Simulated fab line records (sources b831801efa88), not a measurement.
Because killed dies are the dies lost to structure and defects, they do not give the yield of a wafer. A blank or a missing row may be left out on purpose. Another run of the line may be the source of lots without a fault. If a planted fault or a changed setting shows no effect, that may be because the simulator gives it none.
A struck lot beside a sound one || flow gf180mcu || 17 out of 602 route steps
Sound: the wafers L645.2, L645.3, L645.4. Struck: wafer L646.5 (L646.2, L646.6, from the same lot, were not struck and are left out); the cause is given at the end.
Order at every step that has rows: each side's tool, ch and its chambers, its first start. Under that, the readings that differ: sound wafers || struck wafers || difference of the means || sigmas: that difference in standard deviations of wafers without a fault.
alike: same words and numbers on both sides, and readings whose means sit less than 2 such deviations apart. not compared: any withheld reading, any reading some wafer has no value for, any bound like >300 that may hide the same value, and any number with overlapping values for which the record gives no deviation.
The two part at a step that has a row with sigmas, a row that says differs or no value, or rows on one side only. Non-overlapping numbers with no deviation appear without sigmas and do not part them. A reading missing from all wafers of one side parts the sides only when that side holds two or more wafers.

first, 2 steps without rows for these wafers: GF_CONTACT_PEB_12 (peb time 90 s); GF_CONTACT_DEVELOP_13 (develop time 60 s).
GF_CONTACT_CD_MEAS_14: target cd 220 nm.
  sound on cd-sem-02 at day 16 21:19; struck on cd-sem-02 at day 17 03:29
{"reading": "cd-nm (nm)", "sound": "222.6 222.0 224.3", "struck": 217.4, "difference": -5.6, "sigmas": -3}
GF_CONTACT_OVL_MEAS_15:
  sound on overlay-02 at day 16 21:26; struck on overlay-02 at day 17 03:36
  alike: CONTACT_OVL
then, 1 step without rows for these wafers: GF_CONTACT_ETCH_16 (etches BARC in N2/H2).
GF_CONTACT_ETCH_17: etches SiO2 in C4F8/O2/Ar, stops on CoSi2, target depth 860 nm.
  sound: rie-diel-04 ch 1,2,3; struck: rie-diel-04 ch 0
  alike: oes-product-au
GF_CONTACT_STRIP_18: strips in O2/N2.
  sound on plasma-asher-02 ch 0,1, day 16 21:37; struck on plasma-asher-03 ch 1, day 17 03:47
  alike: drypump-motor-current-A, heater-power-w, n2-flow-sccm, oes-product-au
  not compared: rf-hours-counter-h
then, 3 steps without rows for these wafers: GF_CONTACT_CLEAN_19 (cleans in SPM); GF_CONTACT_CLEAN_20 (cleans in DIW); GF_CONTACT_CLEAN_21 (cleans in dHF, time 20 s).
GF_CONTACT_SPUTTER_22: material Ti, target thk 15 nm, time 80.02 s.
  sound on pvd-sputter-04 at day 16 21:55; struck on pvd-sputter-04 at day 17 04:06
  alike: throttle-valve-pct
GF_CONTACT_SPUTTER_23: material TiN, target thk 10 nm, time 40 s.
  sound on pvd-sputter-04 at day 16 21:59; struck on pvd-sputter-04 at day 17 04:10
  alike: throttle-valve-pct
GF_CONTACT_CVD_24: deposits W, target thk 300 nm, time 90.339 s.
  sound on cvd-w-02 ch 0,1, day 16 22:01; struck on cvd-w-02 ch 1, day 17 04:12
{"reading": "model.W_of_CONTACT_CVD_24.thk-nm (nm)", "sound": "299.6 300.1 305.5", "struck": 269.4, "difference": -32.3, "sigmas": ""}
  alike: heater-power-w
GF_CONTACT_RS_MEAS_25: the measuring method here is four-point-probe.
  sound on film-metro-03 at day 16 22:08; struck on film-metro-02 at day 17 04:36
{"reading": "CONTACT_W_RS (ohm/sq)", "sound": "0.382 0.382 0.374", "struck": 0.428, "difference": "+0.049", "sigmas": "+9"}
  not compared: hold
GF_CONTACT_THK_MEAS_26: measures by xrf.
  sound on film-metro-03 at day 16 22:15; struck on film-metro-02 at day 17 08:51
{"reading": "CONTACT_W_THK (nm)", "sound": "296 296 301", "struck": 268, "difference": -30, "sigmas": -6}
  not compared: hold
GF_CONTACT_CMP_27: polishes, stops on SiO2, t overpolish 15 s, target thk 0 nm.
  sound on cmp-02 ch 0,2,3, day 16 22:18; struck on cmp-01 ch 3, day 17 14:48
{"reading": "hold", "sound": "- - -", "struck": "await-dispo/3.8h/release", "difference": "no value on the sound wafers", "sigmas": ""}
  alike: head-pressure-psi, motor-current-A, time-to-endpoint-s
-- the record jumps here: 12 days lie between the struck wafers' starts before and after (it left off in module CONTACT and takes up again in module PASSIVATION, whose first step shown is number 602 of the route) --
GF_PASSIVATION_PROBE_99:
  record: rows for the struck wafers here (prober-01, day 29 22:31), none for the sound ones

## WHERE THEY PART
At GF_CONTACT_CD_MEAS_14 first; at GF_PASSIVATION_PROBE_99 last (within this record only).

WHY: the cause the simulator had injected
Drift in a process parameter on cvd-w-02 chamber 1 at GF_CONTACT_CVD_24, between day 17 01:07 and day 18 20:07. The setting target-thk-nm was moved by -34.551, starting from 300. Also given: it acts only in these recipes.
